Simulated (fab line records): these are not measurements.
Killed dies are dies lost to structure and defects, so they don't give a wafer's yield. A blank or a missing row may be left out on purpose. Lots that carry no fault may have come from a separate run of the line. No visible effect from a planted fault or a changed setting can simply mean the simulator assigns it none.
Chamber matching    flow gf180mcu    GF_V2_CMP_26 on cmp-01 has 4 sister chambers
The step polishes, stops on SiO2, t overpolish 15 s, target thk 0 nm. 27 wafers are shown with their chamber, then 12 later ones without.

## WAFERS PAIRED WITH THEIR CHAMBERS
wafer   chamber  motor current A (A)  time to endpoint s (s)  overpolish run s (s)
L076.1  2        11.3                 90                      14.986
L076.2  1        11.8                 91                      14.986
L076.4  0        11.0                 83                      14.993
L077.1  2        11.3                 91                      15.010
L077.2  3        9.9                  88                      14.997
L077.3  0        10.5                 87                      14.996
L077.4  1        12.2                 94                      15.014
L077.5  0        11.4                 84                      14.982
L077.6  3        10.0                 91                      15.008
L083.1  3        9.7                  86                      15.004
L083.2  2        11.1                 87                      15.008
L083.3  0        10.7                 79                      15.012
L082.2  2        11.6                 89                      14.992
L082.4  1        11.7                 93                      14.988
L082.6  2        11.1                 89                      15.005
L085.1  2        11.5                 88                      14.999
L085.3  0        11.1                 80                      15.008
L085.5  1        11.4                 89                      14.995
L086.3  3        10.6                 82                      15.016
L086.5  3        10.1                 79                      14.998
L086.6  2        11.1                 88                      15.003
L088.1  3        10.8                 83                      15.004
L088.4  1        11.7                 90                      15.002
L088.5  0        11.0                 81                      14.993
L089.1  1        11.0                 93                      15.005
L089.3  2        11.0                 85                      15.008
L089.5  0        11.2                 78                      14.996

SIGNATURES (averages over the wafers above)
reading             chamber 0  chamber 1  chamber 2  chamber 3  scatter within a chamber
motor current A     10.986     11.633     11.250     10.183     0.336
time to endpoint s  81.71      91.67      88.38      84.83      2.93
overpolish run s    14.99714   14.99833   15.00137   15.00450   0.00916
Rule: a wafer lies at a distance from a chamber equal to the root of the sum of squares, over the readings, of (its reading less the chamber's mean, divided by the reading's scatter). The wafer belongs to the nearest chamber; if the next one is less than 2 further off, it can't be placed. How the scatter is found: for the shown wafers, subtract from each reading the mean of its chamber, square and add these, divide the total by (wafers less chambers), then take the root.

## WAFERS WITHOUT THEIR CHAMBER
wafer   motor current A (A)  time to endpoint s (s)  overpolish run s (s)
L094.1  11.8                 86                      14.989
L094.5  11.1                 84                      15.001
L094.6  11.6                 86                      15.000
L094.2  11.0                 76                      15.003
L094.3  10.2                 79                      14.997
L094.4  11.2                 84                      15.006
L095.4  12.3                 90                      15.000
L095.5  11.0                 84                      14.995
L095.6  10.5                 83                      15.002
L097.2  11.2                 85                      15.006
L097.3  9.9                  80                      14.996
L097.5  11.1                 91                      14.999

## THE CHAMBER EACH PASSED THROUGH
wafer   from the rows above                in truth
L094.1  can't be placed: 1 or 2 or 0       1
L094.5  can't be placed: 0 or 2 or 3       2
L094.6  can't be placed: 2 or 1 or 0       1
L094.2  can't be placed: 0 or 3            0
L094.3  can't be placed: 3 or 0            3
L094.4  can't be placed: 0 or 2 or 1 or 3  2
L095.4  can't be placed: 1 or 2            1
L095.5  can't be placed: 0 or 2 or 3       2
L095.6  can't be placed: 3 or 0 or 2       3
L097.2  can't be placed: 2 or 0 or 1 or 3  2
L097.3  can't be placed: 3 or 0            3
L097.5  can't be placed: 2 or 1            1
Correctly placed: 0 of 12. From these rows, 12 cannot be placed; in 12 the true chamber is one of the candidates. Wrongly placed: 0.
